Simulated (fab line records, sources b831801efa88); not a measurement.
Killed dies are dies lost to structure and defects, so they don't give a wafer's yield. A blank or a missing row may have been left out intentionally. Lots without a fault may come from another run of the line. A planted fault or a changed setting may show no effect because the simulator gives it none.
fab line records + flow sky130
record
- lots=13
- wafers=39
- last_day=50
route steps=708 shown FIELD_ISO@28 VT_ADJUST_HVTR@137 CONTACT@421 METAL2@486
lots untouched by any fault: they come from a run of this same line in which no faults occurred
start_h: hours from the record's first day to the start of the lot's first wafer shown + wait_h: how many hours have passed since the lot's step before this one + " the same as in the row above + L1.1+2: a single row standing in for several wafers + - either no value or no given start + * or withheld: withheld + < > ~ a bound
route shown NAME@n: names a module that has steps shown in the file, with the first one's number in the route + usual: the fault-free wafers' mean and standard deviation + same: alike in all rows + chamber/n: place in a boat + sites: per-site readings + _std_site: how widely they spread, as a standard deviation + _edge_site: the outer-site mean with the inner-site mean subtracted + radius_mm: for every site, how far away it sits from the centre of the wafer + mask NAME#n: copy n + behind: tool/chamber where the wafer was last shaped + hold: what put the lot on hold/how long, in hours/how the hold closed + device: the transistor (n, p or np) that didn't switch + end of line: the route-end tests of the same wafers + a step with no rows: only its recipe + killed: count of dies lost to structure and defects at first sort (not the wafer's yield) + map: dies across one wafer; x = killed, . = not, _ = none there
set.NAME: the setting the step ran with; set.NAME@STEP: the setting that earlier step ran with + model.NAME: the simulator's own value behind a step, which no gauge read
a sample of lots followed through the steps of the route, with each step as a table and each wafer as a row
services: when a tool's chamber went out of use (start_h, in hours from the record's first day, below 0 if earlier), for how many hours, and the reason
## steps
# step SKY_FIELD_ISO_CMP_27
# recipe
- stop_on=Si3N4
- t_overpolish_s=16
- down_force_psi=4
- platen_rpm=60
- target_thk_nm=457.8
- pad_velocity_m_s=0.94248
# usual
- motor_current_A=12.4/1.2
- overpolish_run_s=16.000/0.0083
- slurry_flow_ml_min=150.0/0.46
- time_to_endpoint_s=110/4.4
| lot.wafer | tool   | chamber | start_h | wait_h | motor_current_A | overpolish_run_s | slurry_flow_ml_min | time_to_endpoint_s |
|-----------|--------|---------|---------|--------|-----------------|------------------|--------------------|--------------------|
| L819.2    | cmp-02 | 2       | 32.16   | 0.1    | 12.4            | 16.015           | 149.9              | 121                |
| L819.3    | "      | 3       | "       | "      | 13.5            | 15.998           | 150.3              | 114                |
| L819.5    | "      | 1       | "       | "      | 10.5            | 16.012           | 149.9              | 112                |
| L820.1    | cmp-01 | 1       | 38.01   | 0.1    | 12.8            | 15.991           | 150.7              | 110                |
| L820.4    | "      | 2       | "       | "      | 13.9            | 16.001           | 149.5              | 109                |
| L820.6    | "      | 3       | "       | "      | 13.6            | 15.995           | 149.6              | 112                |
| L828.1    | cmp-01 | 3       | 88.00   | 0.0    | 13.9            | 16.000           | 150.3              | 110                |
| L828.4    | "      | 2       | "       | "      | 13.4            | 15.990           | 149.6              | 105                |
| L828.5    | "      | 3       | "       | "      | 13.9            | 16.001           | 150.4              | 113                |
| L830.2    | cmp-01 | 1       | 97.91   | 0.0    | 12.7            | 15.996           | 149.6              | 108                |
| L830.3    | "      | 3       | "       | "      | 13.7            | 16.000           | 149.9              | 112                |
| L830.4    | "      | 0       | "       | "      | 12.7            | 16.005           | 149.4              | 107                |
| L831.4    | cmp-02 | 1       | 98.06   | 0.1    | 10.5            | 15.999           | 150.2              | 113                |
| L831.6    | "      | 2       | "       | "      | 12.5            | 16.007           | 150.0              | 116                |
| L831.5    | "      | 3       | "       | "      | 13.1            | 16.004           | 149.6              | 113                |
| L833.3    | cmp-02 | 3       | 105.94  | 0.0    | 14.3            | 16.006           | 149.3              | 111                |
| L833.4    | "      | 1       | "       | "      | 10.6            | 15.996           | 149.4              | 114                |
| L833.6    | "      | 0       | "       | "      | 10.9            | 16.006           | 150.1              | 109                |
| L834.2    | cmp-02 | 0       | 112.99  | 0.1    | 11.4            | 16.009           | 150.5              | 110                |
| L834.3    | "      | 1       | "       | "      | 10.4            | 15.999           | 150.0              | 115                |
| L834.4    | "      | 2       | "       | "      | 12.2            | 15.993           | 150.2              | 115                |
| L835.3    | cmp-02 | 3       | 119.55  | 0.1    | 13.3            | 16.007           | 150.7              | 110                |
| L835.2    | "      | 1       | "       | "      | 10.5            | 16.006           | 149.8              | 110                |
| L835.6    | "      | 2       | "       | "      | 12.7            | 15.997           | 149.8              | 115                |
| L837.1    | cmp-02 | 3       | 127.26  | 0.1    | 13.5            | 16.006           | 149.5              | 110                |
| L837.3    | "      | 0       | "       | "      | 11.5            | 15.999           | 150.8              | 104                |
| L837.2    | "      | 1       | "       | "      | 10.6            | 15.996           | 149.4              | 108                |
| L838.4    | cmp-02 | 1       | 135.44  | 0.0    | 10.3            | 15.998           | 151.3              | 111                |
| L838.2    | "      | 2       | "       | "      | 12.2            | 16.000           | 149.8              | 114                |
| L838.5    | "      | 1       | "       | "      | 10.2            | 15.989           | 150.2              | 112                |
| L839.4    | cmp-01 | 2       | 141.02  | 0.0    | 14.2            | 15.998           | 149.3              | 111                |
| L839.3    | "      | 1       | "       | "      | 13.1            | 16.012           | 149.1              | 112                |
| L839.5    | "      | 2       | "       | "      | 13.4            | 15.990           | 149.0              | 114                |
| L840.1    | cmp-01 | 3       | 144.58  | 0.0    | 13.2            | 15.989           | 149.5              | 113                |
| L840.4    | "      | 0       | "       | "      | 12.3            | 15.996           | 149.9              | 108                |
| L840.3    | "      | 2       | "       | "      | 14.1            | 16.002           | 149.7              | 114                |
| L841.2    | cmp-01 | 0       | 150.23  | 0.0    | 12.3            | 15.996           | 150.2              | 110                |
| L841.4    | "      | 2       | "       | "      | 13.1            | 15.994           | 149.4              | 115                |
| L841.3    | "      | 3       | "       | "      | 13.5            | 15.979           | 149.6              | 120                |
# step SKY_VT_ADJUST_HVTR_DEVELOP_06
# recipe
- develop_time_s=60
- dev_temp_c=23
| lot.wafer  | tool           | chamber | start_h | wait_h |
|------------|----------------|---------|---------|--------|
| L819.2+3+5 | litho_track-04 | 0       | 196.85  | 0.1    |
| L820.1+4+6 | litho_track-03 | 0       | 207.83  | 0.1    |
| L828.1+4+5 | litho_track-03 | 0       | 281.98  | 0.1    |
| L831.4+5+6 | litho_track-03 | 0       | 293.96  | 0.1    |
| L830.2+3+4 | litho_track-04 | 0       | 295.10  | 0.1    |
| L833.3+4+6 | litho_track-02 | 0       | 304.61  | 0.1    |
| L834.2+3+4 | litho_track-04 | 0       | 315.00  | 0.1    |
| L835.2+3+6 | litho_track-02 | 0       | 323.43  | 0.1    |
| L837.1+2+3 | litho_track-02 | 0       | 332.76  | 0.1    |
| L838.2+4+5 | litho_track-04 | 0       | 347.85  | 0.1    |
| L839.3+4+5 | litho_track-03 | 0       | 353.68  | 0.1    |
| L840.1+3+4 | litho_track-02 | 0       | 360.61  | 0.1    |
| L841.2+3+4 | litho_track-03 | 0       | 366.06  | 0.1    |
# step SKY_VT_ADJUST_HVTR_CD_MEAS_07
# recipe
- target_cd_nm=380
# usual
- cd_nm=379.2/2.7
| lot.wafer | tool      | chamber | start_h | wait_h | hold                     | cd_nm |
|-----------|-----------|---------|---------|--------|--------------------------|-------|
| L819.2    | cd_sem-01 | -       | 197.00  | 0.1    | -                        | 380.2 |
| L819.3    | "         | -       | "       | "      | -                        | 380.1 |
| L819.5    | "         | -       | "       | "      | -                        | 378.4 |
| L820.1    | cd_sem-01 | -       | 207.98  | 0.1    | -                        | 374.1 |
| L820.4    | "         | -       | "       | "      | -                        | 372.9 |
| L820.6    | "         | -       | "       | "      | -                        | 373.4 |
| L828.1    | cd_sem-01 | -       | 282.13  | 0.1    | await_dispo/0.2h/release | 391.9 |
| L828.4    | "         | -       | "       | "      | await_dispo/0.2h/release | 391.8 |
| L828.5    | "         | -       | "       | "      | await_dispo/0.2h/release | 392.4 |
| L828.1    | cd_sem-01 | -       | 282.42  | 0.3    | -                        | 392.1 |
| L828.4    | "         | -       | "       | "      | -                        | 392.1 |
| L828.5    | "         | -       | "       | "      | -                        | 392.6 |
| L831.4    | cd_sem-01 | -       | 294.09  | 0.1    | await_dispo/0.2h/release | 394.6 |
| L831.5    | "         | -       | "       | "      | await_dispo/0.2h/release | 394.4 |
| L831.6    | "         | -       | "       | "      | await_dispo/0.2h/release | 395.7 |
| L831.4    | cd_sem-01 | -       | 294.38  | 0.3    | -                        | 394.8 |
| L831.5    | "         | -       | "       | "      | -                        | 394.9 |
| L831.6    | "         | -       | "       | "      | -                        | 395.5 |
| L830.2    | cd_sem-01 | -       | 295.25  | 0.1    | -                        | 378.2 |
| L830.3    | "         | -       | "       | "      | -                        | 378.7 |
| L830.4    | "         | -       | "       | "      | -                        | 379.7 |
| L833.3    | cd_sem-02 | -       | 304.75  | 0.1    | -                        | 379.7 |
| L833.4    | "         | -       | "       | "      | -                        | 378.8 |
| L833.6    | "         | -       | "       | "      | -                        | 379.0 |
| L834.2    | cd_sem-02 | -       | 315.15  | 0.1    | -                        | 377.9 |
| L834.3    | "         | -       | "       | "      | -                        | 377.9 |
| L834.4    | "         | -       | "       | "      | -                        | 377.0 |
| L835.2    | cd_sem-02 | -       | 323.58  | 0.1    | -                        | 378.6 |
| L835.3    | "         | -       | "       | "      | -                        | 380.0 |
| L835.6    | "         | -       | "       | "      | -                        | 378.0 |
| L837.1    | cd_sem-02 | -       | 333.02  | 0.2    | -                        | 378.9 |
| L837.2    | "         | -       | "       | "      | -                        | 379.5 |
| L837.3    | "         | -       | "       | "      | -                        | 382.8 |
| L838.2    | cd_sem-02 | -       | 348.00  | 0.1    | -                        | 375.7 |
| L838.4    | "         | -       | "       | "      | -                        | 375.3 |
| L838.5    | "         | -       | "       | "      | -                        | 375.0 |
| L839.3    | cd_sem-02 | -       | 353.82  | 0.1    | -                        | 380.1 |
| L839.4    | "         | -       | "       | "      | -                        | 383.3 |
| L839.5    | "         | -       | "       | "      | -                        | 381.3 |
| L840.1    | cd_sem-02 | -       | 360.83  | 0.2    | -                        | 376.7 |
| L840.3    | "         | -       | "       | "      | -                        | 379.0 |
| L840.4    | "         | -       | "       | "      | -                        | 376.7 |
| L841.2    | cd_sem-01 | -       | 366.20  | 0.1    | -                        | 382.6 |
| L841.3    | "         | -       | "       | "      | -                        | 381.2 |
| L841.4    | "         | -       | "       | "      | -                        | 381.3 |
# step SKY_CONTACT_OVL_MEAS_15
# usual
- CONTACT_OVL=-1/5.8
| lot.wafer | tool       | chamber | start_h | wait_h | CONTACT_OVL[nm] |
|-----------|------------|---------|---------|--------|-----------------|
| L819.2    | overlay-01 | -       | 724.47  | 0.1    | -4              |
| L819.3    | "          | -       | "       | "      | -5              |
| L819.5    | "          | -       | "       | "      | -1              |
| L820.1    | overlay-01 | -       | 744.53  | 0.1    | -10             |
| L820.4    | "          | -       | "       | "      | -11             |
| L820.6    | "          | -       | "       | "      | -10             |
| L828.1    | overlay-01 | -       | 828.17  | 0.1    | -5              |
| L828.4    | "          | -       | "       | "      | -4              |
| L828.5    | "          | -       | "       | "      | 1               |
| L831.4    | overlay-01 | -       | 837.67  | 0.1    | -5              |
| L831.5    | "          | -       | "       | "      | 11              |
| L831.6    | "          | -       | "       | "      | -6              |
| L830.2    | overlay-02 | -       | 837.89  | 0.1    | -4              |
| L830.3    | "          | -       | "       | "      | -5              |
| L830.4    | "          | -       | "       | "      | -8              |
| L833.3    | overlay-01 | -       | 841.81  | 0.1    | -6              |
| L833.4    | "          | -       | "       | "      | -3              |
| L833.6    | "          | -       | "       | "      | 2               |
| L834.2    | overlay-02 | -       | 853.52  | 0.1    | -3              |
| L834.3    | "          | -       | "       | "      | 4               |
| L834.4    | "          | -       | "       | "      | -2              |
| L835.2    | overlay-02 | -       | 856.54  | 0.1    | 5               |
| L835.3    | "          | -       | "       | "      | 0               |
| L835.6    | "          | -       | "       | "      | -2              |
| L837.1    | overlay-02 | -       | 867.70  | 0.1    | 8               |
| L837.2    | "          | -       | "       | "      | 0               |
| L837.3    | "          | -       | "       | "      | 3               |
| L838.2    | overlay-02 | -       | 885.14  | 0.1    | -3              |
| L838.4    | "          | -       | "       | "      | -2              |
| L838.5    | "          | -       | "       | "      | 4               |
| L839.3    | overlay-01 | -       | 888.89  | 0.1    | -9              |
| L839.4    | "          | -       | "       | "      | -3              |
| L839.5    | "          | -       | "       | "      | 1               |
| L840.1    | overlay-01 | -       | 895.62  | 0.1    | -3              |
| L840.3    | "          | -       | "       | "      | -1              |
| L840.4    | "          | -       | "       | "      | -2              |
| L841.2    | overlay-01 | -       | 904.09  | 0.1    | 6               |
| L841.3    | "          | -       | "       | "      | 2               |
| L841.4    | "          | -       | "       | "      | 6               |
# step SKY_METAL2_SPUTTER_03
# recipe
- material=Ti
- target_thk_nm=5
- power_w=3000
- time_s=3.3
- chamber_pressure_pa=0.4
# usual
- throttle_valve_pct=29.9/1.2
| lot.wafer | tool           | chamber | start_h | wait_h | throttle_valve_pct |
|-----------|----------------|---------|---------|--------|--------------------|
| L819.2    | pvd_sputter-04 | -       | 782.78  | 0.0    | 31.2               |
| L819.3    | "              | -       | "       | "      | 28.5               |
| L819.5    | "              | -       | "       | "      | 31.3               |
| L820.1    | pvd_sputter-03 | -       | 802.80  | 0.0    | 28.6               |
| L820.4    | "              | -       | "       | "      | 30.6               |
| L820.6    | "              | -       | "       | "      | 31.4               |
| L828.1    | pvd_sputter-03 | -       | 885.83  | 0.0    | 28.8               |
| L828.4    | "              | -       | "       | "      | 31.7               |
| L828.5    | "              | -       | "       | "      | 30.0               |
| L831.4    | pvd_sputter-04 | -       | 894.15  | 0.0    | 28.4               |
| L831.5    | "              | -       | "       | "      | 31.6               |
| L831.6    | "              | -       | "       | "      | 28.7               |
| L830.2    | pvd_sputter-03 | -       | 894.91  | 0.0    | 30.7               |
| L830.3    | "              | -       | "       | "      | 31.7               |
| L830.4    | "              | -       | "       | "      | 28.6               |
| L833.3    | pvd_sputter-01 | -       | 897.88  | 0.0    | 30.5               |
| L833.4    | "              | -       | "       | "      | 30.6               |
| L833.6    | "              | -       | "       | "      | 29.7               |
| L834.2    | pvd_sputter-04 | -       | 910.54  | 0.0    | 31.4               |
| L834.3    | "              | -       | "       | "      | 28.5               |
| L834.4    | "              | -       | "       | "      | 28.2               |
| L835.2    | pvd_sputter-04 | -       | 912.49  | 0.0    | 28.6               |
| L835.3    | "              | -       | "       | "      | 28.3               |
| L835.6    | "              | -       | "       | "      | 28.6               |
| L837.1    | pvd_sputter-04 | -       | 922.38  | 0.0    | 31.2               |
| L837.2    | "              | -       | "       | "      | 28.5               |
| L837.3    | "              | -       | "       | "      | 31.3               |
| L838.2    | pvd_sputter-04 | -       | 941.07  | 0.0    | 31.4               |
| L838.4    | "              | -       | "       | "      | 31.5               |
| L838.5    | "              | -       | "       | "      | 28.7               |
| L839.3    | pvd_sputter-03 | -       | 943.30  | 0.0    | 30.0               |
| L839.4    | "              | -       | "       | "      | 30.9               |
| L839.5    | "              | -       | "       | "      | 29.7               |
| L840.1    | pvd_sputter-04 | -       | 949.78  | 0.0    | 31.4               |
| L840.3    | "              | -       | "       | "      | 28.8               |
| L840.4    | "              | -       | "       | "      | 28.1               |
| L841.2    | pvd_sputter-03 | -       | 958.25  | 0.0    | 30.9               |
| L841.3    | "              | -       | "       | "      | 31.6               |
| L841.4    | "              | -       | "       | "      | 29.7               |
## services
| tool           | chamber | start_h | hours | kind   |
|----------------|---------|---------|-------|--------|
| cmp-02         | -       | 24.74   | 0.9   | repair |
| cmp-02         | -       | 64.00   | 4.0   | pm     |
| cmp-02         | -       | 124.09  | 3.0   | pm     |
| cmp-02         | -       | 129.73  | 0.6   | repair |
| cmp-02         | -       | 213.78  | 0.7   | repair |
| cmp-02         | -       | 248.80  | 2.8   | pm     |
| cmp-02         | -       | 316.82  | 4.6   | repair |
| pvd_sputter-04 | -       | 333.23  | 6.0   | repair |
| cmp-02         | -       | 395.46  | 5.0   | repair |
| cmp-02         | -       | 402.53  | 1.7   | repair |
| cmp-02         | -       | 404.19  | 4.0   | pm     |
| pvd_sputter-04 | -       | 438.98  | 2.5   | repair |
| cmp-02         | -       | 484.02  | 1.5   | repair |
| pvd_sputter-04 | -       | 487.01  | 1.0   | repair |
| cmp-02         | -       | 493.09  | 3.8   | pm     |
| pvd_sputter-04 | -       | 516.55  | 4.0   | repair |
| cmp-02         | -       | 524.42  | 18.1  | pm     |
| cmp-02         | -       | 546.31  | 0.8   | repair |
| cmp-02         | -       | 552.22  | 0.9   | repair |
| cmp-02         | -       | 599.68  | 2.0   | repair |
| pvd_sputter-04 | -       | 601.70  | 2.4   | repair |
| pvd_sputter-04 | -       | 623.80  | 6.3   | repair |
| cmp-02         | -       | 644.48  | 0.6   | repair |
| pvd_sputter-04 | -       | 676.46  | 2.1   | repair |
## key
first_sign
- step=SKY_VT_ADJUST_HVTR_CD_MEAS_07
- reading=visit
- direction=added
effect
- step=SKY_VT_ADJUST_HVTR_CD_MEAS_07
- reading=cd_nm
- direction=up
- sigmas=5.3
- usual=379.2
- struck=393.5
met_at SKY_VT_ADJUST_HVTR_DEVELOP_06
struck_lots L828,L831
tester_left_out L828,L831
not_acting_at SKY_FIELD_ISO_CMP_27,SKY_CONTACT_OVL_MEAS_15,SKY_METAL2_SPUTTER_03
onset_between 207.83 281.98
fault
- kind=process_parameter_drift
- tool=litho_track-03
- chamber=-
- onset_h=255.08
- steps=SKY_VT_ADJUST_HVTR_DEVELOP_06
- channel=develop_time_s
- offset=*
- shape=step
- end_h=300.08
- acts_in=*
- stated=*
# tester_left_out: of these lots the tester's yield and bins aren't shown, on N5 and GAA mostly nor the transistor test; their killed dies are dies lost to structure and defects alone, not to doping, threshold or leakage, so they don't give the yield
